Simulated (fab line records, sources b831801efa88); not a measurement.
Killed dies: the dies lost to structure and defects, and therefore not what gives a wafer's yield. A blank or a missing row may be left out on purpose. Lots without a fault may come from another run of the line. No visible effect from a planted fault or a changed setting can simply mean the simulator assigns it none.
The same fault as seen by 2 desks    flow gf180mcu    only its own numbers are on each desk; what lay behind them is given at the end

## FROM THE METROLOGY DESK
Means of the sampled wafers that have a number, per lot and without regard to the tool the lot ran on: this is what the gauges read. The brackets show how far a lot's mean lies from the usual mean; more than 4 standard deviations puts the lot out of limits, marked OUT.
Columns: A = V5_OVL at GF_V5_OVL_MEAS_15, usual 0 nm; B = V5_W_RS at GF_V5_RS_MEAS_24, usual 0.327 ohm/sq; C = V5_W_THK at GF_V5_THK_MEAS_25, usual 344 nm
lot   first seen here  A   B      C
L287  day 28 20:17     -5  0.326  347
L289  day 30 04:00     -5  0.328  343
L295  day 31 15:34     -5  0.330  343
L296  day 31 22:02     5   0.331  343
L299  day 32 11:16     -1  0.327  341
This desk's verdict: no lot among the 5 shows anything out of limits.

## FOR THE TOOL OWNER'S DESK: pvd-sputter-02
The tool's own readings at GF_TOP_METAL_SPUTTER_00 (material Ti, target thk 37.5 nm, time 150 s): means of the sampled wafers that have a number, for each lot that ran on this tool. The brackets show how far a lot's mean lies from the usual mean; more than 4 standard deviations puts the lot out of limits, marked OUT.
Columns: A = throttle-valve-pct at GF_TOP_METAL_SPUTTER_00, usual 29.8 %
lot   first seen here  A
L289  day 30 05:51     29.6
L296  day 31 23:30     29.6
This desk's verdict: no lot among the 2 shows anything out of limits.

## ALL TOGETHER
At the metrology desk, nothing out of limits was observed.
The desk of the tool owner found nothing out of limits.

## WHAT THE SIMULATOR HAD PUT IN
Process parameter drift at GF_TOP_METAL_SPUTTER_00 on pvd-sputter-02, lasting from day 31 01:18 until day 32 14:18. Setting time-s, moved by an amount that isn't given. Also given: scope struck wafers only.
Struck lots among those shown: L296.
